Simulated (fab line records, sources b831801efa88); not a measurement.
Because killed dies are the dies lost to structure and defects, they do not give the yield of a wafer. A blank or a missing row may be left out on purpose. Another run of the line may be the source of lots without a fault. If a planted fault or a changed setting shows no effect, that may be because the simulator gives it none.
A struck lot beside a sound one	flow sky130	17 out of 708 route steps
Sound: wafers L828.1, L828.4, L828.5. Wafers L832.1, L832.2, L832.5 were the ones struck. The cause is named last.
Order at every step that has rows: each side's tool, ch and its chambers, its first start. Under that, the readings that differ: sound wafers	struck wafers	difference of the means	sigmas: that difference in standard deviations of wafers without a fault.
alike: readings with means less than 2 such deviations apart, plus words and numbers identical on both sides. not compared: withheld readings, readings lacking a value on some wafer, bounds such as >300 that could conceal the same value, and numbers that have no deviation in the record and whose values overlap.
The two part at a step that has a row with sigmas, a row that says differs or no value, or rows on one side only. Numbers that don't overlap but have no deviation are shown without sigmas and don't part them. A reading that every wafer of one side lacks parts them only if that side has two wafers or more.

SKY_LDD_HVN_OVL_MEAS_07:
  sound on overlay-01, day 19 23:27; struck on overlay-01, day 21 19:51
  alike: LDD_HVN_OVL
after that, 1 step had no rows for these wafers: SKY_LDD_HVN_IMPLANT_08.
SKY_LDD_HVN_STRIP_09: strips in O2/N2.
  sound on plasma_asher-01 ch 0,1, day 19 23:38; struck on plasma_asher-03 ch 0,1, day 21 20:02
  alike: chamber_pressure_mTorr, drypump_motor_current_A, oes_product_au, strip_time_to_endpoint_s
  not compared: rf_hours_counter_h
SKY_LDD_HVN_TW_MEAS_10:
  sound on film_metro-04, day 19 23:44; struck on film_metro-02, day 21 20:08
  alike: LDD_HVN_TW
then, 7 steps without rows for these wafers: SKY_LDD_HVP_DEHYDRATE_00 (time 60 s); SKY_LDD_HVP_HMDS_01 (prime time 60 s); SKY_LDD_HVP_COAT_02 (resist thk 300 nm); SKY_LDD_HVP_SOFTBAKE_03 (time 60 s); SKY_LDD_HVP_EXPOSE_04 (exposes mask HVPTM, target cd 700 nm); SKY_LDD_HVP_PEB_05; SKY_LDD_HVP_DEVELOP_06 (develop time 60 s).
SKY_LDD_HVP_OVL_MEAS_07:
  sound on overlay-02, day 21 06:06; struck on overlay-02, day 23 01:25
reading	sound	struck	difference	sigmas
LDD_HVP_OVL (nm)	2.6 3.0 1.0	-0.3 -2.2 0.6	-2.8	-2
SKY_LDD_HVP_IMPLANT_08:
  sound on implanter-04 ch 0, day 21 06:08; struck on implanter-03 ch 0, day 23 01:47
SKY_LDD_HVP_STRIP_09: strips in O2/N2.
  sound on plasma_asher-04 ch 0,1, day 21 06:17; struck on plasma_asher-02 ch 0,1, day 23 01:56
reading	sound	struck	difference	sigmas
drypump_motor_current_A (A)	5.1 5.1 5.1	6.3 6.4 6.4	+1.3	+2
  alike: chamber_pressure_mTorr, oes_product_au, strip_time_to_endpoint_s
  not compared: rf_hours_counter_h
SKY_LDD_HVP_TW_MEAS_10:
  sound on film_metro-02, day 21 06:23; struck on film_metro-01, day 23 02:02
reading	sound	struck	difference	sigmas
LDD_HVP_TW	460 460 458	572 571 570	+112	+32
then, 1 step without rows for these wafers: SKY_LDD_LDN_DEHYDRATE_00 (time 60 s).
-- a jump in the record: the struck wafers' starts before and after are 24 days apart (it breaks off in module LDD_LDN and resumes in module PAD_OPEN, where the first step shown is number 708 of the route) --
SKY_PAD_OPEN_PROBE_99:
  sound on prober-01, day 45 15:27; struck on prober-01, day 47 00:16
reading	sound	struck	difference	sigmas
killed_open	51 41 34	57 60 62	+18	+2
model.etest.tip_p_5v.rs_ohm_sq	2885 2846 2874	1778 1766 1770	-1097	
model.etest.pfet_g5v0d10v5.r_on_ohm_um	4746 4751 4760	4504 4500 4564	-230	
model.etest.pfet_g5v0d10v5.drive_ua_um	342.7 339.4 339.6	362 364.3 356.5	+20	
model.etest.tip_p_5v.rs_ohm_sq_range	60.79 79.93 76.47	36.99 46.38 60.31	-24.50	
model.etest.pfet_g5v0d10v5.off_log10_a_um	-12.51 -12.56 -12.55	-11.26 -11.42 -11.52	+1.14	
model.etest.pfet_g5v0d10v5.vt_sat_v (V)	-0.6174 -0.6283 -0.6196	-0.5357 -0.5364 -0.5488	+0.0815	
  alike: killed_at_M0_to_M3, killed_at_M4_up, killed_at_contacts, killed_at_front_end, killed_at_other, killed_dies, killed_short
  not compared: model.etest.ring_5v.delay_ps

== WHERE THEY PART ==
At SKY_LDD_HVP_OVL_MEAS_07 first; at SKY_PAD_OPEN_PROBE_99 last (within this record only).

WHY: the cause the simulator had injected
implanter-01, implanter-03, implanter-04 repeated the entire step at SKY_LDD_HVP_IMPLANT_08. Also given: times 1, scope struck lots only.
